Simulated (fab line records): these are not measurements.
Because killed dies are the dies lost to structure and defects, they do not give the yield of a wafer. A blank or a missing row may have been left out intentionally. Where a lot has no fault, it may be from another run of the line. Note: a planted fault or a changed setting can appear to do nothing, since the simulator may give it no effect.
2 desks looking at one fault :: flow gf180mcu :: only its own numbers are on each desk; what lay behind them is given at the end

METROLOGY DESK
What the gauges read, lot by lot, whatever tool the lot ran on: means of the sampled wafers that have a number. Marked OUT: a lot whose mean sits more than 4 standard deviations from the usual mean, which makes it out of limits; the brackets give that distance.
Columns: A = SAB_OVL at GF_SAB_OVL_MEAS_10, usual -1.4 nm; B = SALICIDE_TIN_RS at GF_SALICIDE_RS_MEAS_04, usual 16.3 ohm/sq; C = SALICIDE_TIN_THK at GF_SALICIDE_THK_MEAS_05, usual 19.9 nm
lot: L464
first seen here: day 15 01:02
A: -0.2
B: 15.8
C: 19.8

lot: L466
first seen here: day 15 21:28
A: -2.0
B: 16.3
C: 19.9

lot: L469
first seen here: day 16 19:22
A: -1.5
B: 16.0
C: 19.5

lot: L470
first seen here: day 17 07:58
A: -0.6
B: 16.1
C: 19.1

lot: L476
first seen here: day 19 06:55
A: -1.3
B: 16.0
C: 20.5

lot: L477
first seen here: day 20 01:16
A: -1.3
B: 16.6
C: 19.8
This desk's verdict: no lot among the 6 shows anything out of limits.

FOR THE TOOL OWNER'S DESK: rtp anneal-02
At GF_SALICIDE_RTA_08 (time 30 s), the tool's own readings, given per lot that ran on this tool as the mean of the sampled wafers with a number. Marked OUT: a lot whose mean sits more than 4 standard deviations from the usual mean, which makes it out of limits; the brackets give that distance.
Columns: A = chamber o2 ppm at GF_SALICIDE_RTA_08, usual 1.997; B = lamp power pct at GF_SALICIDE_RTA_08, usual 15.7 %; C = wafer_temp_C_max at GF_SALICIDE_RTA_08, usual 803.7
lot: L466
first seen here: day 15 22:17
A: 1.993
B: 16.3
C: 803.5

lot: L469
first seen here: day 16 20:26
A: 1502.000 (+99 or more) OUT
B: 16.3
C: 803.0

lot: L470
first seen here: day 17 09:01
A: 1502.000 (+99 or more) OUT
B: 16.3
C: 803.4
Finding of this desk: L469, L470 out of limits; the first was L469 at day 16 20:26, on chamber o2 ppm at GF_SALICIDE_RTA_08. Within limits: L466.

TAKEN TOGETHER
At day 16 20:26, on L469, L470, the tool owner's desk was in a position to raise an alarm.
Metrology desk: nothing out of limits seen.
The metrology desk has L469, L470 on record, within its limits.
Every lot named ran GF_SALICIDE_RTA_08 on rtp anneal-02.

WHAT HAD BEEN PUT IN BY THE SIMULATOR
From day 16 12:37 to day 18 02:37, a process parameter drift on rtp anneal-02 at GF_SALICIDE_RTA_08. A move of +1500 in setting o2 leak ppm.
Lots struck among those shown: L469, L470.
Hours from the fault's start to each desk's first reading out of limits: the tool owner's desk, 8.
